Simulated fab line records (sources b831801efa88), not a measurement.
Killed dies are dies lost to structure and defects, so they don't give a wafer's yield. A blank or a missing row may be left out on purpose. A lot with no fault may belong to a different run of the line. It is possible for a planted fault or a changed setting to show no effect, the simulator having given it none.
Code-filled problem report in 8D (eight disciplines) form || flow sfq-line || the parts of the form that need people (team, actions taken, sign-off) are left out

## 1. THE PROBLEM
At SFQ_TRILAYER_I7_VIA_BARC_OPEN_VIA_ETCH_260, bias-w averages 60.86 W over 2 wafers from 2 lots, while fault-free wafers read 80.03 W, standard deviation 0.22. Measured from the usual mean, that is -87 standard deviations.
The step: etches BARC in O2, target depth 125 nm, time 41.7 s.
The first sign was on wafer L529.1 at day 79 04:19, on rie-diel-01. Wafers with a number at this step in the record: 18, from 6 lots. By rule, "out" or "out of limits" means more than 4 standard deviations away from the usual mean. All remaining wafers that have a number are taken as sound.

## 2. WHAT IT IS AND WHAT IT IS NOT
{"question": "which readings at this step", "is": "bias-w", "is not": "drypump-motor-current-A, oes-product-au"}
{"question": "which lots", "is": "L529, L530", "is not": "L518, L535, L536, L540"}
{"question": "which wafers of those lots", "is": "L529.1, L530.2", "is not": "L529.2, L529.4, L530.3, L530.5"}
{"question": "read on which tools", "is": "rie-diel-01", "is not": "rie-diel-02, rie-diel-04"}
{"question": "when", "is": "from day 79 04:19", "is not": "up to then (5 sound wafers); but 11 sound wafers of L530, L535, L536, L540 came after"}

## 3. WHAT RULES OUT EACH SUSPECT
Counting: any tool at a process step up to the reading remains a suspect provided it ran every lot that is out. Sound lots after the first of them don't rule it out here, since some wafers of a struck lot are sound.
- rie-diel-01 at SFQ_TRILAYER_I7_VIA_BARC_OPEN_VIA_ETCH_260 (etches BARC in O2, target depth 125 nm, time 41.7 s): kept. It ran every lot that is out, first L529 (day 79 04:19); its last sound lot up to then is L518 (day 75 11:12). On those wafers its own readings are out: bias-w.
- Within rie-diel-01 at SFQ_TRILAYER_I7_VIA_BARC_OPEN_VIA_ETCH_260: the wafers that are out ran in chamber 3; their sound lot-mates ran in chambers 0, 1, 2.
Remaining after the count: rie-diel-01 at SFQ_TRILAYER_I7_VIA_BARC_OPEN_VIA_ETCH_260.

## 4. THE CAUSE (what the simulator had put in)
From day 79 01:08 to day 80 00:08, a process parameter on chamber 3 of rie-diel-01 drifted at SFQ_TRILAYER_I7_VIA_BARC_OPEN_VIA_ETCH_260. Setting bias-w shifted by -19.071 from 80. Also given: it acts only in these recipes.
Only this tool survived the counting.

## 5. THE EFFECT CHAIN, in route order
Rows list readings where the struck wafers' mean (over those with a number) sits beyond 3 standard deviations from the usual. Only readings whose record carries a usual standard deviation are examined. hours: median over the lots of the time between each lot's start at the first step of this table that gives one and its start at this step. sigmas: the change, counted in usual standard deviations.
{"hours": 0, "step": "SFQ_TRILAYER_I7_VIA_BARC_OPEN_VIA_ETCH_260", "reading": "bias-w", "usual": "80.03 W", "on struck wafers": 60.86, "change": -19.17, "sigmas": -87}
It contains these process steps:
- SFQ_TRILAYER_I7_VIA_BARC_OPEN_VIA_ETCH_260: etches BARC in O2, target depth 125 nm, time 41.7 s.

## 6. WHAT WOULD HAVE CAUGHT IT SOONER
In this record the first reading out of limits was taken at day 79 04:19, 3 hours after the fault began at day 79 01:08.
